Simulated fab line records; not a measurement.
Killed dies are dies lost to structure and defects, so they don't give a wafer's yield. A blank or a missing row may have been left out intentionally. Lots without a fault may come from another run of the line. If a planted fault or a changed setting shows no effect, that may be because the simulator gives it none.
Which tool was responsible? | flow sky130 | 7 lots with 21 wafers sampled at 3 steps, on a route of 708 steps

WHAT THE GAUGES READ, wafer by wafer
SKY_METAL5_RS_MEAS_05: measures by four-point-probe.
lot  | measured     | on            | METAL5_ALCU_RS (ohm/sq)
L699 | day 44 17:11 | film metro-02 | 0.0276 0.0272 0.0273
L697 | day 44 22:27 | film metro-02 | 0.0266 0.0268 0.0266
L704 | day 46 09:33 | film metro-04 | 0.0275 0.0267 0.0268
L707 | day 46 12:20 | film metro-01 | 0.0271 0.0277 0.0272
L708 | day 46 17:07 | film metro-02 | 0.0269 0.0269 0.0267
L713 | day 48 00:37 | film metro-01 | 0.0267 0.0269 0.0264
L717 | day 48 11:13 | film metro-02 | 0.0265 0.0270 0.0262

WHAT TOOL EACH LOT RAN ON (gives the tool, then ch and the chambers of the sampled wafers, and finally the start)
lot  | SKY_VIA2_ETCH_14                   | SKY_METAL4_STRIP_19
L699 | rie diel-04 ch 1,2,3, day 38 09:47 | plasma asher-03 ch 0,1, day 43 17:02
L697 | rie diel-01 ch 0,1, day 38 16:10   | plasma asher-03 ch 0,1, day 43 22:30
L704 | rie diel-04 ch 0,3, day 40 06:58   | plasma asher-03 ch 0,1, day 45 10:37
L707 | rie diel-04 ch 1,3, day 40 10:50   | plasma asher-04 ch 0,1, day 45 12:26
L708 | rie diel-03 ch 0,1,2, day 40 17:59 | plasma asher-02 ch 0,1, day 45 18:26
L713 | rie diel-03 ch 0,1,2, day 42 05:02 | plasma asher-03 ch 0, day 47 01:49
L717 | rie diel-04 ch 0,1,3, day 42 19:43 | plasma asher-02 ch 0,1, day 47 13:41
- SKY_VIA2_ETCH_14: etches BARC in N2/H2, stops on SiO2, time 45.9 s, target depth 60 nm.
- SKY_METAL4_STRIP_19: strips in O2/N2.

THE ANSWER, worked out from the rows above alone
Rule: the lots themselves supply what counts as usual. Put in order of their means at a reading, lots are off if they are a third of the lots or fewer, leave a main group of 4 or more, and stand apart from it by a gap of 3 or more times the standard deviation of the main group's means; of several such gaps the widest counts. A main group whose means are all the same, to the digits that the tables above print for the reading, isn't used. A lot without any number at a reading at which 4 lots or more have one is off too. Where the step has rows for the other lots, those lots are counted as sound.
None of the lots is off at any reading shown; this tells nothing.

WHAT THE SIMULATOR HAD INSERTED
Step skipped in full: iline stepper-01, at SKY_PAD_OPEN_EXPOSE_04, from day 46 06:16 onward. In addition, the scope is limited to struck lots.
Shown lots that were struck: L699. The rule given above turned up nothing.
